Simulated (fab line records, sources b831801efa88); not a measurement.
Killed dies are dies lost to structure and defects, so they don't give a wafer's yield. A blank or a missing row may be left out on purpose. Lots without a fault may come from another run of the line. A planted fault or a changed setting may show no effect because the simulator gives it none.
One fault seen from 2 desks | flow sky130 | each desk has only its own numbers; what lay behind them comes last

THE METROLOGY DESK
What the gauges read, lot by lot, whatever tool the lot ran on: means of the sampled wafers that have a number. A lot is out of limits, marked OUT, if its mean lies more than 4 standard deviations from the usual mean; the brackets give that distance.
Columns: A = VIA3_HDPCVD_THK at SKY_VIA3_THK_MEAS_01, usual 1640 nm; B = VIA3_BOW at SKY_VIA3_BOW_MEAS_03, usual 80 um
lot  | first seen here | A    | B
L388 | day 39 00:10    | 1638 | 81
L390 | day 39 04:53    | 1637 | 79
L392 | day 40 01:25    | 1644 | 78
L394 | day 40 20:10    | 1646 | 80
L397 | day 41 12:42    | 1652 | 73
L398 | day 42 00:05    | 1631 | 83
L399 | day 42 07:37    | 1636 | 75
L400 | day 42 13:59    | 1654 | 84
L402 | day 42 21:02    | 1637 | 76
L401 | day 42 22:46    | 1647 | 77
L406 | day 43 23:43    | 1638 | 72
L410 | day 44 18:50    | 1640 | 94
This desk's finding: nothing out of limits on any of the 12 lots.

THE TOOL OWNER'S DESK: rie_metal-04
The tool's own readings at SKY_METAL3_METAL_ETCH_18 (etches the open film in Cl2/BCl3, stops on SiO2, target depth 845 nm, time 183.1 s): means of the sampled wafers that have a number, for each lot that ran on this tool. A lot is out of limits, marked OUT, if its mean lies more than 4 standard deviations from the usual mean; the brackets give that distance.
Columns: A = bias_w at SKY_METAL3_METAL_ETCH_18, usual 48.47 W; B = drypump_motor_current_A at SKY_METAL3_METAL_ETCH_18, usual 5.8 A; C = oes_product_au at SKY_METAL3_METAL_ETCH_18, usual 0.865 a.u.; D = throttle_valve_pct at SKY_METAL3_METAL_ETCH_18, usual 22.264 %
lot  | first seen here | A               | B   | C     | D
L392 | day 40 00:23    | 48.40           | 6.4 | 0.867 | 22.262
L397 | day 41 11:43    | 48.51           | 6.2 | 0.863 | 22.268
L398 | day 41 22:44    | 48.51           | 6.2 | 0.871 | 22.265
L399 | day 42 06:40    | 45.58 (-21) OUT | 5.9 | 0.850 | 22.264
L402 | day 42 20:04    | 45.61 (-20) OUT | 6.2 | 0.865 | 22.261
L401 | day 42 21:49    | 45.50 (-21) OUT | 5.9 | 0.865 | 22.260
This desk's finding: out of limits on L399, L401, L402; first on L399, day 42 06:40 (bias_w at SKY_METAL3_METAL_ETCH_18). In limits: L392, L397, L398.

PUT TOGETHER
The tool owner's desk could have raised an alarm at day 42 06:40, on L399, L401, L402.
The metrology desk saw nothing out of limits.
The metrology desk has L399, L401, L402 on record, within its limits.
Of the lots named, all ran SKY_METAL3_METAL_ETCH_18 on rie_metal-04.

WHAT THE SIMULATOR HAD PUT IN
Process parameter drift: rie_metal-04, from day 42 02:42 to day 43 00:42, at SKY_METAL3_METAL_ETCH_18. Setting bias_w, moved by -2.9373, from 48.5. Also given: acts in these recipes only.
Lots struck among those shown: L399, L401, L402.
Hours from the fault's start to each desk's first reading out of limits: the tool owner's desk, 4.
